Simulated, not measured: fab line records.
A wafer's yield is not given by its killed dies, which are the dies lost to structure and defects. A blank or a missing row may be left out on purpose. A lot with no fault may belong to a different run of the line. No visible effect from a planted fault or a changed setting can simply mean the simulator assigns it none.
fab line records	flow sky130
record: lots: 6	wafers: 18	lastDay: 50
route steps=708 shown VIA2@521 METAL3@532 PAD_OPEN@708
lots untouched by any fault: they come from a run of this same line in which no faults occurred
startH: start of the lot's first displayed wafer, in hours after the record's first day	waitH: hours from the lot's prior step to this one	" identical to the entry in the row above	L1.1+2: a single row standing in for several wafers	- no value, or no start was given	* or withheld: withheld	< > ~ a bound
route shown NAME@n: names a module that has steps shown in the file, with the first one's number in the route	usual: mean/standard deviation of fault-free wafers	same: alike in all rows	chamber/n: place in a boat	sites: per-site readings	_std_site: their standard deviation	_edge_site: the outer-site mean with the inner-site mean subtracted	radiusMm: for every site, how far away it sits from the centre of the wafer	mask NAME#n: copy n	behind: the last tool/chamber to shape the wafer	hold: reason for holding the lot/hours on hold/outcome of the hold	device: which transistor (n, p or np) failed to switch	end of line: the tests these same wafers got at the end of their route	a step given without rows: its recipe and nothing more	killed: count of dies lost to structure and defects at first sort (not the wafer's yield)	map: a wafer's dies, x killed, . not, _ none there
set.NAME: the setting that was run; set.NAME@STEP: the one run at that earlier step	model.NAME: the simulator's own value behind a step, which no gauge read
lots at some steps of the route; a table a step, a row a wafer
services: a tool's chamber out of use, with start hour (startH, from the record's first day; less than 0 if before it), hours out, and reason
== steps ==
step: SKY_VIA2_ETCH_14
recipe: chemistry: N2/H2	target: BARC	ionEnergyEv: 200	sourceW: 500	biasW: 100	pressureMtorr: 30	n2FlowSccm: 100	h2FlowSccm: 200	stopOn: SiO2	timeS: 45.9	targetDepthA: 600
step: SKY_VIA2_ETCH_15
recipe: target: SiO2	chemistry: C4F8/O2/Ar	targetDepthNm: 546	stopOn: TiN	maskMaterial: KrF-thick	sourceW: 1500	biasW: 1200	pressureMtorr: 40	c4f8FlowSccm: withheld	O2_flow_sccm: 6	Ar_flow_sccm: 300	timeS: 84
usual: oesProductAu: 0.939/0.0048
same: timeS: 84
lot.wafer	tool	chamber	startH	waitH	oesProductAu	rfHoursCounterH
L778.1	rieDiel-02	1	904.89	0.0	0.942	2
L778.4	"	2	"	"	0.944	9
L778.6	"	3	"	"	0.942	-
L782.1	rieDiel-02	1	916.56	0.0	0.947	2
L782.2	"	3	"	"	0.941	8
L782.6	"	3	"	"	0.938	-
L786.1	rieDiel-02	0	944.54	0.0	0.932	9
L786.3	"	2	"	"	0.944	10
L786.5	"	1	"	"	0.941	-
L794.3	rieDiel-02	0	994.24	0.0	0.938	11
L794.4	"	3	"	"	0.931	11
L794.6	"	1	"	"	0.936	-
L795.1	rieDiel-02	3	1016.05	0.0	0.944	11
L795.3	"	0	"	"	0.950	11
L795.4	"	2	"	"	0.935	12
L796.3	rieDiel-02	0	1017.08	0.0	0.937	11
L796.4	"	2	"	"	0.945	12
L796.5	"	0	"	"	0.947	-
step: SKY_VIA2_STRIP_16
recipe: chemistry: O2/N2	powerW: 1400	pressureMtorr: 1500	platenTempC: withheld	o2FlowSccm: 3000	n2FlowSccm: 300	overashFraction: 0.5
step: SKY_VIA2_STRIP_17
recipe: chemistry: postEtchResidueRemover	timeS: 1200	tempC: 72.5
step: SKY_VIA2_CLEAN_18
recipe: chemistry: IPA	timeS: 180	tempC: 25
step: SKY_VIA2_CLEAN_19
recipe: chemistry: O3/DIW	dry: n2Spin
step: SKY_VIA2_SPUTTER_20
recipe: material: TiN	targetThkNm: 20	chamberPressurePa: 5	powerW: 4000	timeS: 80
usual: chamberPressurePa: 4.999/0.011	throttleValvePct: 30.5/1.1
same: timeS: 80
lot.wafer	tool	chamber	startH	waitH	chamberPressurePa	throttleValvePct
L778.1	pvdSputter-02	-	905.59	0.0	4.993	32.0
L778.4	"	-	"	"	5.011	29.1
L778.6	"	-	"	"	4.998	29.1
L782.1	pvdSputter-04	-	917.28	0.0	4.992	31.6
L782.2	"	-	"	"	4.984	29.7
L782.6	"	-	"	"	4.983	30.1
L786.1	pvdSputter-02	-	945.20	0.0	5.007	29.2
L786.3	"	-	"	"	5.017	29.5
L786.5	"	-	"	"	5.005	32.5
L794.3	pvdSputter-02	-	994.90	0.0	5.007	29.0
L794.4	"	-	"	"	4.979	29.8
L794.6	"	-	"	"	4.997	32.2
L795.1	pvdSputter-01	-	1016.71	0.0	5.000	30.0
L795.3	"	-	"	"	5.017	29.2
L795.4	"	-	"	"	4.986	30.2
L796.3	pvdSputter-04	-	1017.74	0.0	4.986	31.7
L796.4	"	-	"	"	4.991	31.5
L796.5	"	-	"	"	4.987	32.2
step: SKY_VIA2_CVD_21
recipe: material: W	targetThkNm: 420	timeS: 126.4	tempC: 400	pressureTorr: 40
usual: heaterPowerW: 779/97
same: timeS: 126.4
lot.wafer	tool	chamber	startH	waitH	heaterPowerW
L778.1	cvdW-02	1	905.65	0.0	746
L778.4	"	0	"	"	738
L778.6	"	1	"	"	739
L782.1	cvdW-02	1	917.36	0.0	729
L782.2	"	0	"	"	708
L782.6	"	1	"	"	751
L786.1	cvdW-02	0	945.26	0.0	729
L786.3	"	0	"	"	714
L786.5	"	0	"	"	731
L794.3	cvdW-02	0	995.00	0.1	738
L794.4	"	1	"	"	759
L794.6	"	0	"	"	726
L795.1	cvdW-01	0	1016.77	0.0	679
L795.3	"	0	"	"	670
L795.4	"	1	"	"	909
L796.3	cvdW-01	1	1017.84	0.1	918
L796.4	"	0	"	"	682
L796.5	"	0	"	"	679
step: SKY_VIA2_RS_MEAS_22
recipe: thkMeasGauge: four-point-probe	reads: W_of_VIA2_CVD_21+TiN_of_VIA2_SPUTTER_20
usual: VIA2_W_RS: 0.271/0.0038
lot.wafer	tool	chamber	startH	waitH	VIA2_W_RS[ohm/sq]
L778.1	filmMetro-01	-	905.78	0.1	0.268
L778.4	"	-	"	"	0.276
L778.6	"	-	"	"	0.269
L782.1	filmMetro-03	-	917.49	0.1	0.263
L782.2	"	-	"	"	0.270
L782.6	"	-	"	"	0.263
L786.1	filmMetro-03	-	945.39	0.1	0.265
L786.3	"	-	"	"	0.268
L786.5	"	-	"	"	0.270
L794.3	filmMetro-01	-	995.13	0.1	0.269
L794.4	"	-	"	"	0.270
L794.6	"	-	"	"	0.272
L795.1	filmMetro-03	-	1016.90	0.1	0.276
L795.3	"	-	"	"	0.273
L795.4	"	-	"	"	0.279
L796.3	filmMetro-03	-	1017.97	0.1	0.270
L796.4	"	-	"	"	0.271
L796.5	"	-	"	"	0.267
step: SKY_VIA2_THK_MEAS_23
recipe: thkMeasGauge: xrf	reads: W_of_VIA2_CVD_21
usual: VIA2_W_THK: 414/6.4
lot.wafer	tool	chamber	startH	waitH	VIA2_W_THK[nm]
L778.1	filmMetro-01	-	905.90	0.1	420
L778.4	"	-	"	"	410
L778.6	"	-	"	"	418
L782.1	filmMetro-03	-	917.61	0.1	427
L782.2	"	-	"	"	414
L782.6	"	-	"	"	427
L786.1	filmMetro-03	-	945.51	0.1	425
L786.3	"	-	"	"	422
L786.5	"	-	"	"	413
L794.3	filmMetro-01	-	995.23	0.1	415
L794.4	"	-	"	"	410
L794.6	"	-	"	"	408
L795.1	filmMetro-03	-	1017.02	0.1	403
L795.3	"	-	"	"	408
L795.4	"	-	"	"	397
L796.3	filmMetro-03	-	1018.07	0.1	411
L796.4	"	-	"	"	409
L796.5	"	-	"	"	415
step: SKY_VIA2_CMP_24
recipe: stopOn: SiO2	tOverpolishS: 20	downForcePsi: 3.5	platenRpm: 60	targetThkNm: 0	padVelocityMS: 0.94248
step: SKY_METAL3_SPUTTER_00
recipe: material: Ti	targetThkNm: 15	powerW: 3000	timeS: 10	chamberPressurePa: 0.4
usual: chamberPressurePa: 0.4001/0.00078	throttleValvePct: 30.4/1.1
same: timeS: 10
lot.wafer	tool	chamber	startH	waitH	chamberPressurePa	throttleValvePct
L778.1	pvdSputter-03	-	906.26	0.1	0.3996	29.8
L778.4	"	-	"	"	0.4005	30.3
L778.6	"	-	"	"	0.4004	30.3
L782.1	pvdSputter-02	-	917.97	0.1	0.4008	29.6
L782.2	"	-	"	"	0.4017	30.0
L782.6	"	-	"	"	0.4019	29.5
L786.1	pvdSputter-03	-	945.87	0.1	0.4015	29.4
L786.3	"	-	"	"	0.4004	30.1
L786.5	"	-	"	"	0.4003	30.3
L794.3	pvdSputter-03	-	995.57	0.1	0.3991	30.1
L794.4	"	-	"	"	0.4002	29.6
L794.6	"	-	"	"	0.4010	29.3
L795.1	pvdSputter-02	-	1017.41	0.2	0.4010	29.2
L795.3	"	-	"	"	0.4000	29.8
L795.4	"	-	"	"	0.4014	32.2
L796.3	pvdSputter-02	-	1018.58	0.2	0.4001	29.9
L796.4	"	-	"	"	0.3988	29.2
L796.5	"	-	"	"	0.3998	29.3
step: SKY_METAL3_SPUTTER_01
recipe: material: TiN	targetThkNm: 20	powerW: 6500	timeS: 16.7	chamberPressurePa: 0.4
usual: chamberPressurePa: 0.4000/0.001	throttleValvePct: 30.4/1.1
lot.wafer	tool	chamber	startH	waitH	chamberPressurePa	throttleValvePct	model.TiN_of_METAL3_SPUTTER_01.thkNm
L778.1	pvdSputter-03	-	906.28	0.0	0.4004	29.5	20.01
L778.4	"	-	"	"	0.3999	30.1	19.7
L778.6	"	-	"	"	0.3997	30.3	19.98
L782.1	pvdSputter-02	-	917.99	0.0	0.4008	29.7	20.17
L782.2	"	-	"	"	0.3996	29.8	20.27
L782.6	"	-	"	"	0.3989	30.1	20.29
L786.1	pvdSputter-03	-	945.89	0.0	0.3990	29.7	20
L786.3	"	-	"	"	0.4011	30.0	19.76
L786.5	"	-	"	"	0.4003	30.0	19.73
L794.3	pvdSputter-03	-	995.59	0.0	0.3999	30.3	20.16
L794.4	"	-	"	"	0.4004	29.7	20.12
L794.6	"	-	"	"	0.4011	29.1	20.19
L795.1	pvdSputter-02	-	1017.44	0.0	0.3997	29.1	26.96
L795.3	"	-	"	"	0.3993	30.0	27.43
L795.4	"	-	"	"	0.3996	32.5	27.58
L796.3	pvdSputter-02	-	1018.60	0.0	0.4007	29.9	27.55
L796.4	"	-	"	"	0.4013	29.1	27.03
L796.5	"	-	"	"	0.3988	29.2	27.14
step: SKY_METAL3_SPUTTER_02
recipe: material: AlCu	targetThkNm: 735	powerW: 10600	timeS: 39.1	chamberPressurePa: 0.4
usual: chamberPressurePa: 0.4000/0.00083	throttleValvePct: 30.4/1
same: timeS: 39.1
lot.wafer	tool	chamber	startH	waitH	chamberPressurePa	throttleValvePct
L778.1	pvdSputter-03	-	906.30	0.0	0.3994	29.7
L778.4	"	-	"	"	0.4004	30.3
L778.6	"	-	"	"	0.3997	30.2
L782.1	pvdSputter-02	-	918.02	0.0	0.3998	29.6
L782.2	"	-	"	"	0.4005	29.8
L782.6	"	-	"	"	0.4009	29.9
L786.1	pvdSputter-03	-	945.92	0.0	0.3995	29.6
L786.3	"	-	"	"	0.4003	30.2
L786.5	"	-	"	"	0.4003	30.1
L794.3	pvdSputter-03	-	995.62	0.0	0.4001	30.3
L794.4	"	-	"	"	0.3995	29.7
L794.6	"	-	"	"	0.4004	29.3
L795.1	pvdSputter-02	-	1017.46	0.0	0.3994	29.2
L795.3	"	-	"	"	0.3998	29.6
L795.4	"	-	"	"	0.4001	32.4
L796.3	pvdSputter-02	-	1018.62	0.0	0.4002	29.9
L796.4	"	-	"	"	0.3986	29.1
L796.5	"	-	"	"	0.3994	29.3
step: SKY_PAD_OPEN_PROBE_99
usual: defectLimitedYield: 82.4/1.9	killed_at_M0_to_M3: 44/7.1	killed_at_M4_up: 3.5/2	killedAtContacts: 24/5.3	killedAtFrontEnd: 15/4.8	killedAtOther: 0.1/0.35	killedDies: 86/9.3	killedOnRim: 17/4	killedOpen: 47/7.8	killedShort: 39/5.9	sort_bin_3_pad_short: 0.8/0.42	sort_bin_5_function: 10.3/1.4	sort_bin_6_memory: 6.4/1.1	sortNPass: 406/9.3	sortYieldPct: 82.4/1.9
same: grossDies: 492	killedAtBackSide: 0	sort_bin_4_leakage[%]: 0	sort_bin_8_speed[%]: 0
lot.wafer	tool	chamber	startH	waitH	defectLimitedYield[%]	killed_at_M0_to_M3	killed_at_M4_up	killedAtContacts	killedAtFrontEnd	killedAtOther	killedDies	killedOnRim	killedOpen	killedShort	sort_bin_3_pad_short[%]	sort_bin_5_function[%]	sort_bin_6_memory[%]	sortNPass	sortYieldPct[%]
L778.1	prober-02	-	1119.38	0.1	81.5	41	5	24	21	0	91	16	39	52	0.8	11.8	5.9	401	81.5
L778.4	prober-02	-	1119.53	0.2	81.1	50	4	25	14	0	93	18	46	47	1.0	11.0	6.9	399	81.1
L778.6	prober-02	-	1119.63	0.2	83.9	41	3	21	13	1	79	15	43	36	0.8	8.7	6.5	413	83.9
L782.1	prober-01	-	1130.36	0.1	85.4	29	11	21	11	0	72	13	39	33	1.2	8.1	5.3	420	85.4
L782.2	prober-01	-	1130.41	0.1	81.7	57	3	17	13	0	90	21	49	41	1.4	10.4	6.5	402	81.7
L782.6	prober-01	-	1130.61	0.2	84.3	41	6	19	11	0	77	14	35	42	1.2	9.6	4.9	415	84.3
L786.1	prober-01	-	1151.33	0.1	83.1	47	4	18	13	1	83	15	43	40	1.8	8.7	6.3	409	83.1
L786.3	prober-01	-	1151.43	0.2	83.3	38	2	25	17	0	82	8	40	42	1.4	9.1	6.1	410	83.3
L786.5	prober-01	-	1151.53	0.2	82.5	48	4	30	4	0	86	14	49	37	0.6	10.4	6.5	406	82.5
L794.3	prober-02	-	1190.10	0.2	82.1	43	4	22	19	0	88	16	48	40	0.8	11.4	5.7	404	82.1
L794.4	prober-02	-	1190.15	0.2	81.1	50	4	23	16	0	93	18	43	50	1.2	11.0	6.7	399	81.1
L794.6	prober-02	-	1190.25	0.2	76.8	52	3	35	24	0	114	19	63	51	0.8	14.4	7.9	378	76.8
L795.1	prober-02	-	1204.04	0.1	82.3	55	0	19	13	0	87	17	58	29	0.6	9.3	7.7	405	82.3
L795.3	prober-02	-	1204.14	0.2	79.7	53	1	22	24	0	100	19	61	39	0.8	12.0	7.5	392	79.7
L795.4	prober-02	-	1204.19	0.2	79.5	45	7	18	31	0	101	21	56	45	0.6	10.8	9.1	391	79.5
L796.3	prober-02	-	1204.89	0.2	82.7	35	6	27	17	0	85	13	48	37	0.6	10.8	5.9	407	82.7
L796.4	prober-02	-	1204.94	0.2	81.1	45	4	29	15	0	93	21	49	44	0.4	11.4	7.1	399	81.1
L796.5	prober-02	-	1204.99	0.2	81.7	36	3	33	18	0	90	21	51	39	0.6	11.2	6.5	402	81.7
killed by level:class
L778.1 LI_CONTACT:geometricParticle:open=8 METAL2:geometricParticle:short=8 POLY_GATE:geometricParticle:short=7 VIA1:geometricParticle:open=6 VIA2:geometricParticle:open=6 LI_CONTACT:geometricParticle:short=5 VIA1:geometricParticle:short=5 FIELD_ISO:geometricParticle:short=4
L778.4 VIA1:geometricParticle:open=13 VIA2:geometricParticle:open=9 LI_CONTACT:geometricParticle:open=7 VIA2:geometricParticle:short=6 CONTACT:geometricParticle:open=6 METAL1:geometricParticle:short=6 CONTACT:geometricParticle:short=5 FIELD_ISO:geometricParticle:short=4
L778.6 CONTACT:geometricParticle:short=8 VIA1:geometricParticle:open=7 METAL2:geometricParticle:short=7 VIA2:geometricParticle:open=7 VIA3:geometricParticle:open=7 POLY_GATE:geometricParticle:short=4 LI_CONTACT:geometricParticle:open=4 CONTACT:geometricParticle:open=4
L782.1 METAL4:geometricParticle:short=9 CONTACT:geometricParticle:open=8 VIA1:geometricParticle:open=8 VIA2:geometricParticle:open=7 CONTACT:geometricParticle:short=5 LI_CONTACT:geometricParticle:open=4 FIELD_ISO:geometricParticle:short=3 POLY_GATE:geometricParticle:open=3
L782.2 VIA1:geometricParticle:open=10 VIA1:geometricParticle:short=8 VIA3:geometricParticle:open=8 VIA2:geometricParticle:open=8 METAL2:geometricParticle:short=7 LI_CONTACT:geometricParticle:open=6 CONTACT:geometricParticle:open=6 METAL3:geometricParticle:short=5
L782.6 METAL2:geometricParticle:short=12 VIA1:geometricParticle:open=10 FIELD_ISO:geometricParticle:open=5 LOCAL_INTERCONNECT:geometricParticle:short=5 METAL4:geometricParticle:short=5 METAL1:geometricParticle:short=4 CONTACT:geometricParticle:open=4 VIA2:geometricParticle:open=4
L786.1 VIA1:geometricParticle:open=11 VIA2:geometricParticle:open=8 CONTACT:geometricParticle:open=7 POLY_GATE:geometricParticle:short=6 CONTACT:geometricParticle:short=6 VIA3:geometricParticle:short=6 METAL2:geometricParticle:short=5 VIA1:geometricParticle:short=4
L786.3 CONTACT:geometricParticle:open=9 VIA1:geometricParticle:open=8 CONTACT:geometricParticle:short=6 VIA3:geometricParticle:short=6 VIA3:geometricParticle:open=6 POLY_GATE:geometricParticle:open=5 FIELD_ISO:geometricParticle:short=4 POLY_GATE:geometricParticle:short=4
L786.5 CONTACT:geometricParticle:open=10 VIA2:geometricParticle:open=10 VIA1:geometricParticle:open=9 VIA3:geometricParticle:open=8 CONTACT:geometricParticle:short=8 LI_CONTACT:geometricParticle:open=7 VIA2:geometricParticle:short=5 VIA3:geometricParticle:short=4
L794.3 VIA1:geometricParticle:open=11 VIA2:geometricParticle:open=9 METAL2:geometricParticle:short=7 CONTACT:geometricParticle:open=7 FIELD_ISO:geometricParticle:short=5 LI_CONTACT:geometricParticle:open=5 VIA2:geometricParticle:short=5 FIELD_ISO:geometricParticle:open=4
L794.4 VIA1:geometricParticle:open=13 VIA1:geometricParticle:short=9 CONTACT:geometricParticle:open=8 POLY_GATE:geometricParticle:short=7 LI_CONTACT:geometricParticle:open=7 METAL1:geometricParticle:short=7 CONTACT:geometricParticle:short=6 METAL3:geometricParticle:short=5
L794.6 VIA1:geometricParticle:open=17 CONTACT:geometricParticle:open=9 LI_CONTACT:geometricParticle:open=9 VIA2:geometricParticle:open=9 METAL2:geometricParticle:short=8 CONTACT:geometricParticle:short=8 LOCAL_INTERCONNECT:geometricParticle:short=7 POLY_GATE:geometricParticle:short=5
L795.1 VIA1:geometricParticle:open=16 CONTACT:geometricParticle:open=10 VIA3:geometricParticle:open=8 VIA2:geometricParticle:open=7 VIA1:geometricParticle:short=7 METAL1:geometricParticle:open=6 FIELD_ISO:geometricParticle:short=4 POLY_GATE:geometricParticle:open=4
L795.3 VIA1:geometricParticle:open=15 VIA3:geometricParticle:open=11 CONTACT:geometricParticle:open=9 FIELD_ISO:geometricParticle:open=7 POLY_GATE:geometricParticle:open=6 POLY_GATE:geometricParticle:short=5 LI_CONTACT:geometricParticle:short=5 LI_CONTACT:geometricParticle:open=5
L795.4 VIA1:geometricParticle:open=11 POLY_GATE:geometricParticle:short=10 VIA1:geometricParticle:short=9 CONTACT:geometricParticle:open=8 FIELD_ISO:geometricParticle:open=6 FIELD_ISO:geometricParticle:short=6 LI_CONTACT:geometricParticle:open=6 VIA2:geometricParticle:open=6
L796.3 CONTACT:geometricParticle:open=11 VIA1:geometricParticle:open=9 VIA3:geometricParticle:open=7 POLY_GATE:geometricParticle:open=6 POLY_GATE:geometricParticle:short=5 LI_CONTACT:geometricParticle:open=5 LOCAL_INTERCONNECT:geometricParticle:short=4 CONTACT:geometricParticle:short=4
L796.4 VIA1:geometricParticle:open=11 CONTACT:geometricParticle:open=10 LOCAL_INTERCONNECT:geometricParticle:short=6 VIA3:geometricParticle:open=6 METAL1:geometricParticle:short=6 LI_CONTACT:geometricParticle:open=5 METAL2:geometricParticle:short=5 CONTACT:geometricParticle:short=4
L796.5 LI_CONTACT:geometricParticle:open=10 VIA1:geometricParticle:open=9 CONTACT:geometricParticle:open=8 LOCAL_INTERCONNECT:geometricParticle:short=7 FIELD_ISO:geometricParticle:open=6 METAL2:geometricParticle:short=6 VIA3:geometricParticle:open=6 FIELD_ISO:geometricParticle:short=5
== services ==
tool	chamber	startH	hours	kind
pvdSputter-04	-	891.01	0.6	repair
pvdSputter-01	-	892.50	10.0	repair
cvdW-01	-	904.00	14.0	pm
cvdW-01	0	904.00	14.0	ventCycle
cvdW-01	1	904.00	14.0	ventCycle
pvdSputter-04	-	922.71	3.3	repair
pvdSputter-01	-	924.79	6.6	repair
cvdW-01	-	940.42	6.0	pm
pvdSputter-02	-	941.72	2.0	repair
cvdW-02	-	946.42	6.0	pm
rieDiel-02	1	950.09	3.8	repair
rieDiel-02	1	957.42	1.2	repair
rieDiel-02	3	960.95	2.8	repair
cvdW-01	0	961.19	3.1	repair
rieDiel-02	1	970.46	3.4	repair
pvdSputter-02	1	970.87	-	consumableReplace:kit
pvdSputter-02	1	970.87	18.0	scheduledDown
pvdSputter-02	1	970.87	18.0	ventCycle
pvdSputter-01	-	974.30	11.3	repair
pvdSputter-03	-	989.84	2.7	repair
rieDiel-02	2	1002.76	2.9	repair
pvdSputter-03	2	1006.61	-	consumableReplace:kit
pvdSputter-03	2	1006.61	18.0	scheduledDown
pvdSputter-03	2	1006.61	18.0	ventCycle
== key ==
firstSign none at tools or gauges
modelEffect: step: SKY_METAL3_SPUTTER_01	value: TiN_of_METAL3_SPUTTER_01.thkNm	without: 19.98	struck: 27.28
metAt SKY_METAL3_SPUTTER_01
struckWafers L795.1,L795.3,L795.4,L796.3,L796.4,L796.5
onsetBetween 917.99 1017.44
alsoFits time
fault: kind: processParameterDrift	tool: pvdSputter-02	chamber: -	onsetH: 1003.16	steps: SKY_METAL3_SPUTTER_01	channel: targetThkNm	offset: 7.3066	shape: step	endH: 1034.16	actsIn: theseRecipesOnly	stated: 20
